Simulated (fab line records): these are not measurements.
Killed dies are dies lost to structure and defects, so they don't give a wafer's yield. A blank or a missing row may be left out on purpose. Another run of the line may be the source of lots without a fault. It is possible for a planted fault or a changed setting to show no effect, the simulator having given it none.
Comparing a struck lot with a sound one / flow sky130 / 26 steps out of a route of 708
Sound: wafers L452.1, L452.3, L452.4. Struck: wafer L460.5; the same lot's L460.1 was not struck, so it is left out; see the end for the cause.
Per side, at each step with rows, come the tool, then ch with its chambers, and then its first start. Under that, the readings that differ: sound wafers / struck wafers / difference of the means / sigmas: that difference in standard deviations of wafers without a fault.
alike: same words and numbers on both sides, and readings whose means sit less than 2 such deviations apart. not compared: any withheld reading, any reading some wafer has no value for, any bound like >300 that may hide the same value, and any number with overlapping values for which the record gives no deviation.
Wherever a step has rows on one side only, a row that says differs or no value, or a row with sigmas, the two part there. When numbers do not overlap yet have no deviation, they are printed without sigmas and do not part them. A reading that every wafer of one side lacks parts them only if that side has two wafers or more.

first, 8 steps without rows for these wafers: SKY_FIELD_ISO_DEHYDRATE_05 (time 60 s); SKY_FIELD_ISO_HMDS_06 (prime time 60 s); SKY_FIELD_ISO_COAT_07 (resist thk 60 nm); SKY_FIELD_ISO_COAT_08 (resist thk 450 nm); SKY_FIELD_ISO_SOFTBAKE_09 (time 90 s); SKY_FIELD_ISO_EXPOSE_10 (exposes mask FOM, target cd 150 nm); SKY_FIELD_ISO_PEB_11; SKY_FIELD_ISO_DEVELOP_12 (develop time 60 s).
SKY_FIELD_ISO_CD_MEAS_13: the cd target is 150 nm.
  sound on cd_sem-01 at day 3 06:49; struck on cd_sem-02 at day 4 23:55
  alike: cd_nm
SKY_FIELD_ISO_ETCH_14: etches BARC in N2/H2, stops on SiO2, time 45.9 s, target depth 60 nm.
  sound on rie_diel-02 ch 0,2,3, day 3 06:56; struck on rie_diel-02 ch 2, day 5 00:02
  alike: drypump_motor_current_A, n2_flow_sccm, oes_product_au, throttle_valve_pct
  not compared: rf_hours_counter_h
SKY_FIELD_ISO_ETCH_15: etches the open film in CHF3/O2, stops on Si, target depth 180 nm, time 72 s.
  sound on rie_diel-02 ch 0,2,3, day 3 06:58; struck on rie_diel-02 ch 2, day 5 00:04
reading=chf3_flow_sccm (sccm); sound=50.13 49.85 50.20; struck=49.72; difference=-0.34; sigmas=-2
  alike: drypump_motor_current_A, oes_product_au, throttle_valve_pct
  not compared: rf_hours_counter_h
SKY_FIELD_ISO_STRIP_16: strips in O2/N2.
  sound on plasma_asher-02 ch 0,1, day 3 07:02; struck on plasma_asher-02 ch 1, day 5 00:08
  alike: drypump_motor_current_A, n2_flow_sccm, oes_product_au, strip_time_to_endpoint_s
  not compared: rf_hours_counter_h
SKY_FIELD_ISO_ETCH_17: etches Si in HBr/Cl2/O2, target depth 342 nm, time 97.7 s.
  sound on rie_si-02 ch 1,2,3, day 3 07:08; struck on rie_si-01 ch 2, day 5 00:14
reading=oes_product_au (a.u.); sound=0.992 1.003 1.011; struck=0.895; difference=-0.107; sigmas=-10
reading=throttle_valve_pct (%); sound=25.666 25.661 25.651; struck=25.718; difference=+0.059; sigmas=+5
reading=model.FIELD_ISO.feature_depth_nm (nm); sound=335.4 341.1 348.7; struck=288; difference=-54; sigmas=
reading=model.etch.depth_nm (nm); sound=335.4 341.1 348.7; struck=288; difference=-54; sigmas=
reading=model.Si3N4_of_FIELD_ISO_CVD_03.thk_nm (nm); sound=151.6 148.8 150.8; struck=152.3; difference=+1.9; sigmas=
  alike: drypump_motor_current_A
  not compared: rf_hours_counter_h
then, 5 steps without rows for these wafers: SKY_FIELD_ISO_WET_ETCH_18 (etches Si3N4 in H3PO4, target depth 25 nm, time 286 s); SKY_FIELD_ISO_CLEAN_19 (cleans in SC1/SC2, time 150 s); SKY_FIELD_ISO_CLEAN_20 (cleans in dHF, time 20 s); SKY_FIELD_ISO_WET_ETCH_21 (etches SiO2 in dHF, target depth 20 nm, time 400 s); SKY_FIELD_ISO_OXIDATION_22 (stabilise 600 s, purge 300 s, target thk 10 nm).
SKY_FIELD_ISO_THK_MEAS_23:
  sound on film_metro-04 at day 3 09:11; struck on film_metro-01 at day 5 03:01
  alike: FIELD_ISO_OXIDATION_01_THK
then, 1 step without rows for these wafers: SKY_FIELD_ISO_CVD_24 (deposits SiO2, target thk 595 nm, time 99.2 s).
SKY_FIELD_ISO_THK_MEAS_25:
  sound on film_metro-01 at day 3 09:19; struck on film_metro-03 at day 5 03:08
  alike: FIELD_ISO_CVD_24_THK
then, 1 step without rows for these wafers: SKY_FIELD_ISO_ANNEAL_26 (time 1800 s).
SKY_FIELD_ISO_CMP_27: polishes, stops on Si3N4, t overpolish 16 s, target thk 457.8 nm.
  sound on cmp-02 ch 0,1,2, day 3 10:53; struck on cmp-01 ch 1, day 5 07:31
  alike: motor_current_A, overpolish_run_s, time_to_endpoint_s
SKY_FIELD_ISO_WET_ETCH_28: etches SiO2 in dHF, target depth 23.7 nm, time 47 s.
  sound on wet_bench-01 ch 2, day 3 11:11; struck on wet_bench-03 ch 0, day 5 07:40
reading=model.Si3N4_of_FIELD_ISO_CVD_03.thk_nm (nm); sound=120.5 117.7 119.7; struck=121.5; difference=+2.2; sigmas=
then, 1 step without rows for these wafers: SKY_FIELD_ISO_WET_ETCH_29 (etches Si3N4 in H3PO4, target depth 160 nm, time 1825 s).
-- here the record skips 44 days between the struck wafers' starts before and after, leaving off in module FIELD_ISO and picking up in module PAD_OPEN (first step shown: number 708 of the route) --
SKY_PAD_OPEN_PROBE_99:
  sound on prober-02 at day 47 01:47; struck on prober-02 at day 49 02:26
reading=killed_at_front_end; sound=17 18 23; struck=6; difference=-13; sigmas=-3
reading=model.etest.res_p_drift_20v.line_ohm_um; sound=1.069e+04 1.098e+04 1.164e+04; struck=8822; difference=-2281; sigmas=
reading=model.etest.res_p_drift_20v.rs_ohm_sq; sound=9083 9196 9772; struck=7467; difference=-1883; sigmas=
reading=model.etest.pfet_16v.r_on_ohm_um; sound=1.509e+04 1.512e+04 1.531e+04; struck=1.36e+04; difference=-1.57e+03; sigmas=
reading=model.etest.res_iso_pwell.rs_ohm_sq; sound=2690 2751 2910; struck=2308; difference=-476; sigmas=
reading=model.etest.res_iso_pwell.line_ohm_um; sound=995.5 1032 1097; struck=860.1; difference=-181.4; sigmas=
reading=model.etest.res_nwell.line_ohm_um; sound=1140 1152 1190; struck=941.1; difference=-219.6; sigmas=
reading=model.etest.res_nwell.rs_ohm_sq; sound=945.5 955 987.8; struck=787.5; difference=-175.3; sigmas=
reading=model.etest.cap_poly_to_well.c_af_um2; sound=93.55 91.91 89.46; struck=107.2; difference=+15.6; sigmas=
  alike: killed_at_M0_to_M3, killed_at_M4_up, killed_at_contacts, killed_at_other, killed_dies, killed_open, killed_short

## WHERE THEY PART
First at SKY_FIELD_ISO_ETCH_15; last, within this record, at SKY_PAD_OPEN_PROBE_99.

WHY: what the simulator had put in
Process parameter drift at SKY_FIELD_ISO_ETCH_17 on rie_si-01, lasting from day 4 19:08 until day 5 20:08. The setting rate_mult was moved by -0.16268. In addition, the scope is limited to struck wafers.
